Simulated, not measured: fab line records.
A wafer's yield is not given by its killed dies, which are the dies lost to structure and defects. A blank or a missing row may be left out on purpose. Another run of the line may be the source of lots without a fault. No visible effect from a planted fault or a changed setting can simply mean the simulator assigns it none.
Split-lot trial | flow sfq line | 23 wafers read across 5 lots, on a route 325 steps long

== ABOUT THE SPLIT ==
At SFQ_TRILAYER_M4_DEP_SPUTTER_091 (material Nb, target thk 200 nm, time 133.3 s), the setting time s was moved away from the recipe's 133.3 s on 9 of the 23 wafers read, by -11.9% to +12.3%. This setting was run at the recipe's value on the other wafers.

== FROM THE SPLIT TO THE READING: what the file shows between them, 6 steps ==
- SFQ_M4_RS_MEAS_924: measures by four-point-probe
- SFQ_TRILAYER_M4_LITHO_COAT_098: resist thk 62 nm (also split here: resist thk nm)
- SFQ_TRILAYER_M4_LITHO_COAT_093: resist thk 600 nm
- SFQ_TRILAYER_M4_LITHO_SOFTBAKE_097
- SFQ_TRILAYER_M4_LITHO_DEVELOP_095: time 60 s
- SFQ_TRILAYER_M4_BARC_OPEN_METAL_ETCH_123: etches BARC in O2, target depth 125 nm, time 41.7 s

== THE READING ==
oes product au, in a.u., at SFQ_TRILAYER_M4_ETCH_METAL_ETCH_096 (etches Nb in Cl2/Ar, stops on SiO2, target depth 240 nm, time 120 s). Fault-free wafers of this fab line usually give 0.890 a.u., standard deviation 0.0069 a.u.

wafer  | tool, chamber at the split | time s as run, s | against the recipe | oes product au, a.u. | against lot-mates on the recipe
L076.1 | pvd sputter-03, -          | 147.6            | +10.7%             | 0.951                | +0.059
L076.2 | pvd sputter-03, -          | 133.3            | recipe             | 0.897                | -
L076.3 | pvd sputter-03, -          | 133.3            | recipe             | 0.886                | -
L076.4 | pvd sputter-03, -          | 147.6            | +10.7%             | 0.953                | +0.061
L076.5 | pvd sputter-03, -          | 147.6            | +10.7%             | 0.939                | +0.047
L077.1 | pvd sputter-03, -          | 120.5            | -9.6%              | 0.836                | -0.040
L077.3 | pvd sputter-03, -          | 120.5            | -9.6%              | 0.837                | -0.039
L077.4 | pvd sputter-03, -          | 133.3            | recipe             | 0.871                | -
L077.5 | pvd sputter-03, -          | 133.3            | recipe             | 0.882                | -
L077.6 | pvd sputter-03, -          | 133.3            | recipe             | 0.874                | -
L078.1 | pvd sputter-03, -          | 117.5            | -11.9%             | 0.834                | -0.063
L078.3 | pvd sputter-03, -          | 133.3            | recipe             | 0.896                | -
L078.4 | pvd sputter-03, -          | 117.5            | -11.9%             | 0.840                | -0.057
L078.5 | pvd sputter-03, -          | 133.3            | recipe             | 0.897                | -
L078.6 | pvd sputter-03, -          | 133.3            | recipe             | 0.897                | -
L080.1 | pvd sputter-06, -          | 149.7            | +12.3%             | 0.950                | +0.062
L080.3 | pvd sputter-06, -          | 133.3            | recipe             | 0.884                | -
L080.4 | pvd sputter-06, -          | 149.7            | +12.3%             | 0.957                | +0.069
L080.5 | pvd sputter-06, -          | 133.3            | recipe             | 0.895                | -
L080.6 | pvd sputter-06, -          | 133.3            | recipe             | 0.884                | -
L082.3 | pvd sputter-06, -          | 133.3            | recipe             | 0.889                | -
L082.4 | pvd sputter-06, -          | 133.3            | recipe             | 0.897                | -
L082.6 | pvd sputter-06, -          | 133.3            | recipe             | 0.890                | -

THE FIT
A straight line over all 23 wafers: oes product au changes by +0.00512 a.u. for each +1% of time s; r = +0.98; the points scatter about the line by 0.0081 a.u.
The same after taking each lot's own level away (the mean of its wafers on the recipe; 23 wafers): +0.00501 a.u. for each +1%; r = +0.99; scatter 0.0052 a.u.
The reading moves by 0.062 a.u. for the largest change in time s, on that fit.
The span of the lots' own levels, 0.8757 to 0.8967 a.u., comes to 3.0 times the standard deviation stated above.
Consequently the slope shifts little with the lot-to-lot level, the two slopes agreeing.
Check: with one of the wafers moved furthest among these (+12.3%) left out of the fit, the line predicts +0.0632 a.u. for it against its lot-mates. It came out at +0.0623 a.u. against them.

== FURTHER SPLITS ON THESE WAFERS ==
Note: prior to the reading, these wafers also went through further splits. Each is held against what the fit with the lots' levels taken away leaves over:
other split on the same wafers                   | wafers away from the commonest value | r with oes product au (lot level and that fit taken away)
SFQ_TRILAYER_I2_CMP_CMP_064 leave above ref nm   | 11                                   | -0.19
SFQ_TRILAYER_I2_VIA_LITHO_COAT_067 resist thk nm | 7                                    | -0.15
SFQ_TRILAYER_M4_LITHO_COAT_098 resist thk nm     | 6                                    | +0.39

== THE WHOLE CHAIN: every reading that the file lists as answering this split, in the file's order ==
step                                | what it does                                                        | reading                                                                                   | change (the file's fit)                 | r (the file's)
SFQ_TRILAYER_M4_DEP_SPUTTER_091     | material Nb, target thk 200 nm, time 133.3 s                        | Nb_of_TRILAYER_M4_DEP_SPUTTER_091.thk nm (the simulator's own value, which no gauge read) | +1.96 nm for each +1% of the setting    | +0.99
SFQ_M4_RS_MEAS_924                  | measures by four-point-probe                                        | M4_NB_RS                                                                                  | -0.00895 for each +1% of the setting    | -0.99
SFQ_TRILAYER_M4_ETCH_METAL_ETCH_096 | etches Nb in Cl2/Ar, stops on SiO2, target depth 240 nm, time 120 s | oes product au                                                                            | +0.005 a.u. for each +1% of the setting | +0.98

== THE FILE'S OWN FIT ==
oes product au changes by +0.005 a.u. for each +1% of time s, r = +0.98.
